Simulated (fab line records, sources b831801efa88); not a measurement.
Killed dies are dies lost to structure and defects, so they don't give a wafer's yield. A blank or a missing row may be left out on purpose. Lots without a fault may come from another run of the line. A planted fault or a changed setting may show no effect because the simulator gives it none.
fab line records | flow gf180mcu
record lots=15 wafers=45 last_day=34
route steps=602 shown POLY_GATE@167 HV_LDD@221 CONTACT@303 M1@329
lots that met no fault: from a run of the same line without faults
start_h: hours from the record's first day to the start of the lot's first wafer shown | wait_h: hours since the lot's step before | " the same as in the row above | L1.1+2: a row that stands for several wafers | - no value, or no start given | * or withheld: withheld | < > ~ a bound
route shown NAME@n: a module of which the file shows steps, and the number in the route of the first | usual: mean/standard deviation of fault-free wafers | same: alike in all rows | chamber/n: place in a boat | sites: the reading at each site | _std_site: their standard deviation | _edge_site: outer sites' mean less inner sites' | radius_mm: how far each site lies from the wafer's centre | mask NAME#n: copy n | behind: the tool/chamber that last shaped the wafer | hold: why the lot was held/for how many hours/how that ended | device: the transistor (n, p or np) that didn't switch | end of line: the same wafers' tests at the end of the route | a step without rows: its recipe alone | killed: dies lost to structure and defects at the first sort, not the wafer's yield | map: a wafer's dies, x killed, . not, _ none there
set.NAME: the setting as run; set.NAME@STEP: as run at that earlier step | model.NAME: the simulator's own value behind a step, which no gauge read
steps of the route over a sample of lots; a table a step, a row a wafer
services: from which hour (start_h, from the record's first day; less than 0 if before it) a tool's chamber was out of use, for how many hours, and why
## steps
# step GF_POLY_GATE_CD_MEAS_10
# recipe target_cd_nm=280
# usual cd_nm=279.9/1.1
# columns lot.wafer tool chamber start_h wait_h cd_nm
L765.2 cd_sem-01 - 201.78 0.1 279.7
L765.4 " - " " 279.5
L765.6 " - " " 278.5
L767.3 cd_sem-02 - 218.48 0.1 279.9
L767.4 " - " " 279.8
L767.6 " - " " 279.5
L768.4 cd_sem-02 - 224.42 0.1 280.0
L768.5 " - " " 281.4
L768.6 " - " " 280.3
L769.4 cd_sem-02 - 233.09 0.1 279.8
L769.5 " - " " 281.0
L769.6 " - " " 280.3
L770.2 cd_sem-02 - 239.28 0.1 281.3
L770.3 " - " " 281.8
L770.6 " - " " 281.0
L771.1 cd_sem-01 - 248.19 0.1 279.5
L771.2 " - " " 280.8
L771.6 " - " " 280.9
L772.1 cd_sem-01 - 256.13 0.1 279.0
L772.2 " - " " 280.2
L772.5 " - " " 279.8
L773.1 cd_sem-01 - 265.04 0.1 280.2
L773.2 " - " " 281.3
L773.4 " - " " 279.1
L779.1 cd_sem-02 - 307.61 0.1 279.8
L779.2 " - " " 280.5
L779.3 " - " " 279.5
L780.1 cd_sem-02 - 314.51 0.1 279.9
L780.3 " - " " 280.1
L780.5 " - " " 280.2
L781.1 cd_sem-02 - 320.16 0.1 276.7
L781.2 " - " " 277.8
L781.3 " - " " 279.2
L782.3 cd_sem-02 - 327.12 0.1 279.4
L782.5 " - " " 277.3
L782.6 " - " " 277.8
L783.1 cd_sem-01 - 332.66 0.1 280.3
L783.4 " - " " 280.9
L783.6 " - " " 281.0
L785.1 cd_sem-01 - 351.06 0.1 278.6
L785.2 " - " " 279.5
L785.5 " - " " 278.9
L786.2 cd_sem-02 - 356.58 0.1 278.0
L786.5 " - " " 278.9
L786.6 " - " " 278.8
# step GF_HV_LDD_DEVELOP_45
# recipe develop_time_s=60 dev_temp_c=23
# usual chill_plate_temp_C=22.99/0.1 develop_time_s=60/0
# columns lot.wafer tool chamber start_h wait_h chill_plate_temp_C develop_time_s
L765.2 litho_track-01 0 278.81 0.1 23.01 60
L765.4 " 0 " " 22.99 60
L765.6 " 0 " " 22.94 60
L767.3 litho_track-04 0 296.88 0.1 23.14 60
L767.4 " 0 " " 22.98 60
L767.6 " 0 " " 22.92 60
L768.4 litho_track-01 0 304.71 0.1 22.88 60
L768.5 " 0 " " 23.04 60
L768.6 " 0 " " 22.85 60
L769.4 litho_track-01 - 312.36 0.1 - -
L769.5 " - " " - -
L769.6 " - " " - -
L770.2 litho_track-02 - 319.53 0.1 - -
L770.3 " - " " - -
L770.6 " - " " - -
L771.1 litho_track-02 - 330.50 0.1 - -
L771.2 " - " " - -
L771.6 " - " " - -
L772.1 litho_track-01 0 339.54 0.1 23.18 60
L772.2 " 0 " " 23.17 60
L772.5 " 0 " " 23.05 60
L773.1 litho_track-04 0 349.73 0.1 22.81 60
L773.2 " 0 " " 22.83 60
L773.4 " 0 " " 22.79 60
L779.1 litho_track-01 0 397.59 0.1 23.21 60
L779.2 " 0 " " 23.06 60
L779.3 " 0 " " 23.07 60
L780.1 litho_track-01 0 405.44 0.1 23.09 60
L780.3 " 0 " " 22.98 60
L780.5 " 0 " " 23.05 60
L781.1 litho_track-02 0 411.30 0.1 23.17 60
L781.2 " 0 " " 22.94 60
L781.3 " 0 " " 23.08 60
L782.3 litho_track-01 0 420.79 0.1 23.04 60
L782.5 " 0 " " 23.14 60
L782.6 " 0 " " 23.03 60
L783.1 litho_track-04 0 430.03 0.1 22.91 60
L783.4 " 0 " " 22.86 60
L783.6 " 0 " " 22.92 60
L785.1 litho_track-04 0 446.13 0.1 22.95 60
L785.2 " 0 " " 22.89 60
L785.5 " 0 " " 22.96 60
L786.2 litho_track-01 0 452.91 0.1 23.00 60
L786.5 " 0 " " 23.15 60
L786.6 " 0 " " 22.89 60
# step GF_CONTACT_ETCH_16
# recipe chemistry=N2/H2 target_depth_a=withheld overetch_a=withheld time_s=withheld target=BARC ion_energy_ev=200 source_w=500 bias_w=100 pressure_mtorr=30 n2_flow_sccm=100 h2_flow_sccm=200
# usual bias_w=99.96/0.28 drypump_motor_current_A=5.6/0.36 oes_product_au=0.855/0.005 throttle_valve_pct=13.225/0.0092
# columns lot.wafer tool chamber start_h wait_h bias_w drypump_motor_current_A oes_product_au throttle_valve_pct
L765.2 rie_diel-03 2 367.66 0.0 99.95 5.4 0.858 13.220
L765.4 " 0 " " 99.98 5.5 0.853 13.212
L765.6 " 1 " " 99.95 5.4 0.854 13.218
L767.3 rie_diel-02 1 386.79 0.0 100.13 6.1 0.858 13.220
L767.4 " 2 " " 100.56 5.3 0.849 13.232
L767.6 " 3 " " 100.34 5.2 0.855 13.221
L768.4 rie_diel-04 1 397.63 0.0 99.92 6.1 0.844 13.228
L768.5 " 2 " " 99.70 6.3 0.859 13.212
L768.6 " 3 " " 99.51 5.2 0.851 13.230
L772.1 rie_diel-02 0 436.79 0.0 99.82 6.1 0.852 13.235
L772.2 " 3 " " 99.89 5.2 0.859 13.229
L772.5 " 3 " " 100.19 5.2 0.859 13.233
L773.1 rie_diel-02 3 448.56 0.0 100.11 5.2 0.857 13.239
L773.2 " 2 " " 100.13 5.3 0.853 13.219
L773.4 " 1 " " 100.46 6.1 0.856 13.206
L779.1 rie_diel-04 1 499.14 0.0 99.78 6.0 0.855 13.222
L779.2 " 2 " " 100.21 6.3 0.860 13.230
L779.3 " 3 " " 99.78 5.2 0.852 13.217
L780.1 rie_diel-02 1 507.09 0.0 99.66 6.2 0.857 13.220
L780.3 " 0 " " 100.06 6.0 0.860 13.215
L780.5 " 0 " " 99.86 6.0 0.859 13.233
L781.1 rie_diel-03 1 514.28 0.0 99.65 5.4 0.853 13.239
L781.2 " 0 " " 100.32 5.5 0.850 13.231
L781.3 " 2 " " 100.04 5.4 0.854 13.226
L782.3 rie_diel-03 1 522.06 0.0 100.28 5.4 0.863 13.207
L782.5 " 0 " " 99.35 5.5 0.863 13.221
L782.6 " 2 " " 99.55 5.4 0.859 13.229
L783.1 rie_diel-04 2 531.33 0.0 99.76 6.3 0.853 13.239
L783.4 " 1 " " 99.94 6.1 0.857 13.206
L783.6 " 3 " " 100.59 5.2 0.852 13.229
L785.1 rie_diel-04 3 546.44 0.0 100.07 5.2 0.851 13.233
L785.2 " 1 " " 100.06 6.1 0.857 13.225
L785.5 " 1 " " 99.91 6.0 0.839 13.217
L786.2 rie_diel-04 3 553.51 0.0 100.19 5.2 0.861 13.231
L786.5 " 3 " " 99.64 5.2 0.858 13.219
L786.6 " 2 " " 99.72 6.3 0.852 13.218
# step GF_M1_CD_MEAS_14
# recipe target_cd_nm=230
# usual cd_nm=230.1/1.3
# columns lot.wafer tool chamber start_h wait_h cd_nm
L765.2 cd_sem-01 - 392.08 0.1 231.2
L765.4 " - " " 230.0
L765.6 " - " " 230.5
L767.3 cd_sem-02 - 411.19 0.1 230.8
L767.4 " - " " 231.3
L767.6 " - " " 229.6
L768.4 cd_sem-02 - 422.55 0.1 229.9
L768.5 " - " " 228.9
L768.6 " - " " 229.4
L772.1 cd_sem-02 - 462.76 0.1 231.0
L772.2 " - " " 230.1
L772.5 " - " " 230.5
L773.1 cd_sem-01 - 474.01 0.1 230.5
L773.2 " - " " 232.1
L773.4 " - " " 230.4
L779.1 cd_sem-02 - 523.81 0.1 231.8
L779.2 " - " " 230.6
L779.3 " - " " 230.7
L780.1 cd_sem-02 - 532.06 0.1 231.1
L780.3 " - " " 231.2
L780.5 " - " " 231.6
L781.1 cd_sem-02 - 539.03 0.1 227.2
L781.2 " - " " 228.5
L781.3 " - " " 228.0
L782.3 cd_sem-01 - 546.34 0.1 230.4
L782.5 " - " " 229.2
L782.6 " - " " 229.8
L783.1 cd_sem-01 - 555.20 0.1 230.3
L783.4 " - " " 230.2
L783.6 " - " " 229.9
L785.1 cd_sem-01 - 570.40 0.1 229.7
L785.2 " - " " 230.4
L785.5 " - " " 229.0
L786.2 cd_sem-01 - 577.22 0.1 231.5
L786.5 " - " " 230.4
L786.6 " - " " 230.4
## services
# columns tool chamber start_h hours kind
rie_diel-03 2 263.97 7.1 repair
rie_diel-04 1 276.31 11.7 repair
rie_diel-03 2 284.64 14.1 repair
rie_diel-04 3 313.21 15.6 repair
rie_diel-04 - 313.66 28.1 pm
rie_diel-02 2 318.71 8.9 repair
rie_diel-03 - 340.85 1.1 repair
rie_diel-02 2 346.41 11.0 repair
rie_diel-04 2 347.84 - clean
rie_diel-04 2 347.84 25.3 scheduled_down
rie_diel-04 2 347.84 25.3 vent_cycle
rie_diel-02 3 360.74 11.9 repair
rie_diel-02 0 370.82 9.7 repair
rie_diel-04 1 435.85 - clean
litho_track-01 - 452.26 - consumable_replace:filter
rie_diel-04 - 452.69 14.6 pm
rie_diel-03 0 458.02 5.7 repair
rie_diel-02 - 464.19 2.8 pm
rie_diel-03 - 473.67 2.8 pm
rie_diel-04 2 475.21 11.1 repair
rie_diel-04 0 485.27 5.4 repair
rie_diel-04 - 490.11 2.9 repair
rie_diel-02 2 512.75 4.6 repair
rie_diel-03 - 533.35 0.8 repair
## key
first_sign step=GF_HV_LDD_DEVELOP_45 reading=tool_record direction=missing
effect none on later readings
met_at GF_HV_LDD_DEVELOP_45
struck_lots L769,L770,L771
later_rows_left_out L769.4,L769.5,L769.6,L770.2,L770.3,L770.6,L771.1,L771.2,L771.6
sort_left_out L769.4,L769.5,L769.6,L770.2,L770.3,L770.6,L771.1,L771.2,L771.6
tester_left_out L769,L770,L771
not_acting_at GF_POLY_GATE_CD_MEAS_10,GF_CONTACT_ETCH_16,GF_M1_CD_MEAS_14
onset_between 304.71 312.36
fault kind=skipped_step_whole tool=litho_track-01,litho_track-02 chamber=- onset_h=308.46 steps=GF_HV_LDD_DEVELOP_45 scope=struck_lots_only
# tester_left_out: of these lots the tester's yield and bins aren't shown, on N5 and GAA mostly nor the transistor test; their killed dies are dies lost to structure and defects alone, not to doping, threshold or leakage, so they don't give the yield
# sort_left_out: the simulated sort isn't trusted on such a fault, so these wafers' sort isn't shown, and their yield isn't known
# later_rows_left_out: the simulator's readings of these wafers behind a module that went badly wrong aren't trusted and aren't shown, but for the sort
